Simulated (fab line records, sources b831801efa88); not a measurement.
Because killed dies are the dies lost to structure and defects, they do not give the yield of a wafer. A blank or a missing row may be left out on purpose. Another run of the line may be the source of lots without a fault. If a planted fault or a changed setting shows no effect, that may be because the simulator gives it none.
fab line records	flow gf180mcu
record lots=13	wafers=39	last-day=34
route steps=602 shown V1@351 M2@373 V2@385
lots that met no fault: taken from a fault-free run of the same line
start-h: hours from the record's opening day to when the first of the lot's shown wafers began	wait-h: hours since the lot's step before	" same as the row above	L1.1+2: several wafers, shown together as one row	- either no value or no given start	* or withheld: withheld	< > ~ a bound
route shown NAME@n: NAME is a module with steps in the file, n the number in the route of the first one	usual: mean/standard deviation taken from wafers without a fault	same: alike in all rows	chamber/n: place in a boat	sites: per-site readings	_std_site: the values' standard deviation	_edge_site: outer sites' mean less inner sites'	radius-mm: for every site, how far away it sits from the centre of the wafer	mask NAME#n: copy n	behind: the last tool/chamber to shape the wafer	hold: reason for holding the lot/hours on hold/outcome of the hold	device: transistor that didn't switch, given as n, p or np	end of line: at the end of the route, the tests of the same wafers	a step given without rows: its recipe and nothing more	killed: dies lost to structure and defects at the first sort, not the wafer's yield	map: a wafer's dies, x killed, . not, _ none there
set.NAME: the setting the step ran with; set.NAME@STEP: the setting that earlier step ran with	model.NAME: the simulator's own value behind a step, which no gauge read
route steps across a sampled set of lots; one table per step, one row per wafer
services: the hour from which a tool's chamber was out of use, counted from the record's first day as start-h (under 0 if before that day), plus the number of hours and why
## steps
# step GF_V1_ETCH_16
# recipe chemistry=N2/H2	target-depth-a=withheld	overetch-a=withheld	time-s=withheld	target=BARC	ion-energy-ev=200	source-w=500	bias-w=100	pressure-mtorr=30	n2-flow-sccm=100	h2-flow-sccm=200
# usual drypump-motor-current-A=6.0/0.35	n2-flow-sccm=100.0/0.3	oes-product-au=0.855/0.0045	throttle-valve-pct=13.223/0.0088
lot.wafer	tool	chamber	start-h	wait-h	drypump-motor-current-A	n2-flow-sccm	oes-product-au	throttle-valve-pct
L296.1	rie-diel-04	0	411.52	0.0	6.6	99.9	0.866	13.210
L296.4	"	1	"	"	5.5	100.2	0.858	13.227
L296.5	"	1	"	"	5.5	100.0	0.861	13.216
L297.2	rie-diel-03	2	417.72	0.0	6.6	100.1	0.861	13.238
L297.3	"	1	"	"	5.8	99.9	0.853	13.223
L297.6	"	3	"	"	6.1	100.7	0.863	13.226
L298.1	rie-diel-01	1	423.82	0.0	5.8	100.4	0.853	13.227
L298.3	"	3	"	"	6.3	100.1	0.851	13.221
L298.5	"	2	"	"	5.8	100.1	0.847	13.219
L301.3	rie-diel-04	0	458.62	0.0	6.6	99.4	0.856	13.221
L301.4	"	1	"	"	5.5	99.9	0.849	13.241
L301.5	"	2	"	"	5.8	100.1	0.853	13.225
L308.1	rie-diel-03	3	519.31	0.0	6.1	99.7	0.852	13.213
L308.3	"	1	"	"	5.8	100.3	0.858	13.233
L308.6	"	0	"	"	6.3	100.1	0.861	13.220
L309.1	rie-diel-03	1	527.62	0.0	5.8	99.8	0.853	13.217
L309.4	"	1	"	"	5.8	100.0	0.857	13.233
L309.5	"	3	"	"	6.1	99.4	0.863	13.238
L312.1	rie-diel-04	1	548.57	0.0	5.4	99.8	0.853	13.224
L312.2	"	3	"	"	6.0	99.9	0.851	13.210
L312.5	"	0	"	"	6.6	99.8	0.852	13.217
L313.1	rie-diel-01	1	568.66	0.0	5.8	99.9	0.850	13.205
L313.5	"	1	"	"	5.8	100.2	0.855	13.221
L313.6	"	2	"	"	5.8	100.2	0.859	13.215
L314.1	rie-diel-04	3	575.87	0.0	6.0	100.5	0.854	13.212
L314.2	"	1	"	"	5.5	99.8	0.851	13.211
L314.5	"	1	"	"	5.5	99.9	0.861	13.232
L315.1	rie-diel-01	0	589.94	0.0	5.7	99.7	0.856	13.226
L315.4	"	0	"	"	5.7	99.9	0.853	13.220
L315.6	"	0	"	"	5.7	99.5	0.854	13.226
L316.1	rie-diel-04	0	590.72	0.0	6.6	99.6	0.852	13.229
L316.2	"	1	"	"	5.4	100.1	0.852	13.199
L316.3	"	2	"	"	5.8	99.9	0.850	13.224
L318.1	rie-diel-03	0	606.52	0.0	6.3	100.0	0.849	13.217
L318.2	"	3	"	"	6.0	100.1	0.857	13.221
L318.4	"	2	"	"	6.6	99.7	0.852	13.207
L319.2	rie-diel-04	0	609.42	0.0	6.6	100.0	0.857	13.226
L319.5	"	2	"	"	5.8	100.2	0.848	13.217
L319.6	"	3	"	"	6.0	99.7	0.864	13.229
# step GF_V1_STRIP_18
# recipe chemistry=O2/N2	power-w=1400	pressure-mtorr=1500	platen-temp-c=250	o2-flow-sccm=3000	n2-flow-sccm=300	overash-fraction=0.5
# usual drypump-motor-current-A=5.7/0.41	heater-power-w=347/28	n2-flow-sccm=299.8/0.9	oes-product-au=0.594/0.0048
lot.wafer	tool	chamber	start-h	wait-h	drypump-motor-current-A	heater-power-w	n2-flow-sccm	oes-product-au	rf-hours-counter-h
L296.1	plasma-asher-04	1	411.65	-	6.4	341	300.2	0.597	79
L296.4	"	0	"	"	6.2	321	298.7	0.597	-
L296.5	"	1	"	"	6.4	342	300.3	0.591	-
L297.2	plasma-asher-02	0	417.85	-	5.1	347	301.9	0.585	79
L297.3	"	1	"	"	5.9	401	298.4	0.591	-
L297.6	"	1	"	"	5.9	396	299.7	0.603	-
L298.1	plasma-asher-03	0	423.95	-	5.7	344	300.7	0.598	29
L298.3	"	0	"	"	5.7	346	300.4	0.597	-
L298.5	"	1	"	"	5.6	322	300.2	0.595	-
L301.3	plasma-asher-02	1	458.78	-	5.9	389	299.8	0.600	-
L301.4	"	0	"	"	5.0	346	300.2	0.603	-
L301.5	"	0	"	"	5.0	342	299.9	0.605	-
L308.1	plasma-asher-02	1	519.44	-	5.9	406	300.2	0.596	9
L308.3	"	0	"	"	5.0	340	298.7	0.599	-
L308.6	"	1	"	"	5.9	393	299.5	0.600	-
L309.1	plasma-asher-03	0	527.75	-	5.7	337	300.4	0.591	40
L309.4	"	1	"	"	5.7	315	298.9	0.602	-
L309.5	"	0	"	"	5.7	331	298.3	0.599	-
L312.1	plasma-asher-04	0	548.70	-	6.2	322	299.8	0.589	94
L312.2	"	1	"	"	6.4	341	300.3	0.590	94
L312.5	"	1	"	"	6.4	343	300.7	0.594	-
L313.1	plasma-asher-02	1	568.79	-	5.9	403	300.3	0.584	14
L313.5	"	0	"	"	5.0	344	299.9	0.590	-
L313.6	"	1	"	"	5.9	410	299.7	0.602	-
L314.1	plasma-asher-03	0	576.00	-	5.7	346	301.4	0.591	45
L314.2	"	1	"	"	5.7	317	299.6	0.585	45
L314.5	"	1	"	"	5.7	312	299.5	0.589	-
L315.1	plasma-asher-03	1	590.14	-	5.6	320	299.8	0.588	46
L315.4	"	0	"	"	5.7	342	300.6	0.591	-
L315.6	"	0	"	"	5.8	339	298.9	0.597	-
L316.1	plasma-asher-02	1	590.85	-	5.9	394	299.5	0.595	16
L316.2	"	0	"	"	5.0	343	299.4	0.586	16
L316.3	"	0	"	"	5.0	347	299.7	0.594	-
L318.1	plasma-asher-03	0	606.65	-	5.7	343	299.3	0.594	48
L318.2	"	1	"	"	5.6	320	299.2	0.586	48
L318.4	"	0	"	"	5.7	340	298.9	0.586	-
L319.2	plasma-asher-04	0	609.55	-	6.2	328	299.8	0.600	100
L319.5	"	1	"	"	6.3	331	298.7	0.587	-
L319.6	"	0	"	"	6.2	322	300.3	0.591	-
# step GF_M2_EXPOSE_11
# recipe mask-id=Metal2	target-cd-nm=280	na=0.68	source-shape=conventional	sigma-outer=0.6	dose-mj=28
# usual exposure-dose-mJ-cm2=27.94/0.03
lot.wafer	tool	chamber	start-h	wait-h	mask	exposure-dose-mJ-cm2
L296.1	krf-scanner-02	0	425.01	-	Metal2#0	27.94
L296.4	"	0	"	"	Metal2#0	27.92
L296.5	"	0	"	"	Metal2#0	27.95
L297.2	krf-scanner-01	0	430.61	-	Metal2#0	27.93
L297.3	"	0	"	"	Metal2#0	27.94
L297.6	"	0	"	"	Metal2#0	27.97
L298.1	krf-scanner-02	0	437.49	-	Metal2#0	27.94
L298.3	"	0	"	"	Metal2#0	27.93
L298.5	"	0	"	"	Metal2#0	27.98
L301.3	krf-scanner-02	0	472.36	-	Metal2#0	25.22
L301.4	"	0	"	"	Metal2#0	25.21
L301.5	"	0	"	"	Metal2#0	25.23
L308.1	krf-scanner-01	0	532.04	-	Metal2#0	27.98
L308.3	"	0	"	"	Metal2#0	27.95
L308.6	"	0	"	"	Metal2#0	27.96
L309.1	krf-scanner-01	0	540.76	-	Metal2#0	27.93
L309.4	"	0	"	"	Metal2#0	27.91
L309.5	"	0	"	"	Metal2#0	27.93
L312.1	krf-scanner-02	0	561.19	-	Metal2#0	27.89
L312.2	"	0	"	"	Metal2#0	27.91
L312.5	"	0	"	"	Metal2#0	27.93
L313.1	krf-scanner-02	0	580.66	-	Metal2#0	27.94
L313.5	"	0	"	"	Metal2#0	27.96
L313.6	"	0	"	"	Metal2#0	27.91
L314.1	krf-scanner-02	0	588.56	-	Metal2#0	27.96
L314.2	"	0	"	"	Metal2#0	27.94
L314.5	"	0	"	"	Metal2#0	27.94
L315.1	krf-scanner-01	0	601.89	-	Metal2#0	28.01
L315.4	"	0	"	"	Metal2#0	27.98
L315.6	"	0	"	"	Metal2#0	27.99
L316.1	krf-scanner-01	0	602.36	-	Metal2#0	27.95
L316.2	"	0	"	"	Metal2#0	27.90
L316.3	"	0	"	"	Metal2#0	27.91
L318.1	krf-scanner-02	0	618.99	-	Metal2#0	27.90
L318.2	"	0	"	"	Metal2#0	27.95
L318.4	"	0	"	"	Metal2#0	27.91
L319.2	krf-scanner-02	0	621.43	-	Metal2#0	27.85
L319.5	"	0	"	"	Metal2#0	27.90
L319.6	"	0	"	"	Metal2#0	27.89
# step GF_M2_CD_MEAS_14
# recipe target-cd-nm=280
# usual cd-nm=280.4/1.3
lot.wafer	tool	chamber	start-h	wait-h	cd-nm
L296.1	cd-sem-01	-	436.77	0.1	282.2
L296.4	"	-	"	"	281.9
L296.5	"	-	"	"	282.0
L297.2	cd-sem-01	-	442.93	0.1	278.8
L297.3	"	-	"	"	279.8
L297.6	"	-	"	"	279.3
L298.1	cd-sem-01	-	450.07	0.1	280.0
L298.3	"	-	"	"	279.4
L298.5	"	-	"	"	280.0
L301.3	cd-sem-01	-	484.40	0.1	227.4
L301.4	"	-	"	"	280.4
L301.5	"	-	"	"	199.5
L308.1	cd-sem-02	-	543.61	0.1	276.6
L308.3	"	-	"	"	278.1
L308.6	"	-	"	"	278.3
L309.1	cd-sem-02	-	551.47	0.1	278.3
L309.4	"	-	"	"	279.7
L309.5	"	-	"	"	279.3
L312.1	cd-sem-01	-	572.12	0.1	281.0
L312.2	"	-	"	"	281.0
L312.5	"	-	"	"	280.0
L313.1	cd-sem-01	-	591.86	0.1	280.3
L313.5	"	-	"	"	281.4
L313.6	"	-	"	"	281.4
L314.1	cd-sem-01	-	598.67	0.1	281.6
L314.2	"	-	"	"	281.3
L314.5	"	-	"	"	280.5
L315.1	cd-sem-02	-	612.76	0.1	278.8
L315.4	"	-	"	"	278.9
L315.6	"	-	"	"	279.2
L316.1	cd-sem-01	-	613.52	0.1	280.8
L316.2	"	-	"	"	281.1
L316.3	"	-	"	"	280.2
L318.1	cd-sem-02	-	628.92	0.1	279.3
L318.2	"	-	"	"	280.2
L318.4	"	-	"	"	280.1
L319.2	cd-sem-02	-	631.28	0.1	282.1
L319.5	"	-	"	"	282.7
L319.6	"	-	"	"	281.1
# step GF_V2_THK_MEAS_03
# recipe reads=SiO2_of_V2_CVD_02
# usual V2_CVD_02_THK=851/11
lot.wafer	tool	chamber	start-h	wait-h	V2_CVD_02_THK[nm]
L296.1	film-metro-03	-	437.77	0.0	842
L296.4	"	-	"	"	854
L296.5	"	-	"	"	869
L297.2	film-metro-01	-	443.93	0.0	851
L297.3	"	-	"	"	858
L297.6	"	-	"	"	867
L298.1	film-metro-03	-	451.07	0.0	835
L298.3	"	-	"	"	834
L298.5	"	-	"	"	858
L301.4	film-metro-03	-	485.40	0.0	854
L308.1	film-metro-01	-	544.62	0.0	851
L308.3	"	-	"	"	861
L308.6	"	-	"	"	862
L309.1	film-metro-01	-	552.48	0.0	844
L309.4	"	-	"	"	862
L309.5	"	-	"	"	862
L312.1	film-metro-04	-	573.12	0.0	838
L312.2	"	-	"	"	836
L312.5	"	-	"	"	850
L313.1	film-metro-04	-	592.90	0.0	848
L313.5	"	-	"	"	841
L313.6	"	-	"	"	855
L314.1	film-metro-04	-	599.70	0.0	862
L314.2	"	-	"	"	853
L314.5	"	-	"	"	876
L315.1	film-metro-01	-	613.77	0.0	846
L315.4	"	-	"	"	868
L315.6	"	-	"	"	866
L316.1	film-metro-04	-	614.52	0.0	847
L316.2	"	-	"	"	868
L316.3	"	-	"	"	857
L318.1	film-metro-04	-	629.93	0.0	841
L318.2	"	-	"	"	840
L318.4	"	-	"	"	850
L319.2	film-metro-04	-	632.31	0.0	856
L319.5	"	-	"	"	876
L319.6	"	-	"	"	862
## services
tool	chamber	start-h	hours	kind
krf-scanner-01	-	391.27	1.3	pm
plasma-asher-03	-	398.71	2.3	repair
rie-diel-04	0	402.45	1.3	repair
krf-scanner-02	-	408.76	0.9	repair
plasma-asher-02	-	421.25	9.0	pm
krf-scanner-02	-	430.21	1.2	repair
krf-scanner-01	-	438.55	18.4	repair
krf-scanner-02	-	456.99	0.8	pm
krf-scanner-02	-	465.41	1.3	pm
krf-scanner-01	-	472.05	1.0	pm
krf-scanner-02	-	482.02	4.0	pm
krf-scanner-01	-	492.70	0.8	pm
krf-scanner-02	-	497.04	3.6	pm
krf-scanner-02	-	503.74	11.6	pm
plasma-asher-03	-	532.27	3.9	repair
krf-scanner-02	-	532.43	0.8	pm
krf-scanner-02	-	533.62	2.2	repair
krf-scanner-02	-	555.16	1.0	pm
krf-scanner-01	-	567.17	1.3	pm
krf-scanner-02	-	569.47	2.0	repair
rie-diel-04	3	586.40	6.2	repair
krf-scanner-02	-	609.88	0.8	pm
plasma-asher-03	-	613.06	53.1	pm
rie-diel-04	-	620.41	2.8	pm
## key
first-sign step=GF_M2_EXPOSE_11	reading=exposure-dose-mJ-cm2	direction=down	sigmas=89	usual=27.94	struck=25.22
effect step=GF_M2_CD_MEAS_14	reading=cd-nm	direction=down	sigmas=35	usual=280.4	struck=235.8	wafers-moved=2	through=control-loop
met-at GF_M2_EXPOSE_11
struck-lots L301
later-rows-left-out L301.3,L301.5
sort-left-out L301.3,L301.4,L301.5
loop-trim step=GF_M2_EXPOSE_11	setting=dose	lots=L301
not-acting-at GF_V1_ETCH_16,GF_V1_STRIP_18,GF_V2_THK_MEAS_03
onset-between 437.49 472.36
fault kind=process-parameter-drift	tool=krf-scanner-02	chamber=-	onset-h=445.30	steps=GF_M2_EXPOSE_11	channel=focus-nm	offset=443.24	spread-by-wafer=0.3	shape=step	end-h=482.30
# sort-left-out: the simulated sort isn't trusted on such a fault, so these wafers' sort isn't shown, and their yield isn't known
# later-rows-left-out: the simulator's readings of these wafers behind a module that went badly wrong aren't trusted and aren't shown, but for the sort
# loop-trim: a control loop set the setting to another value than it would have without faults
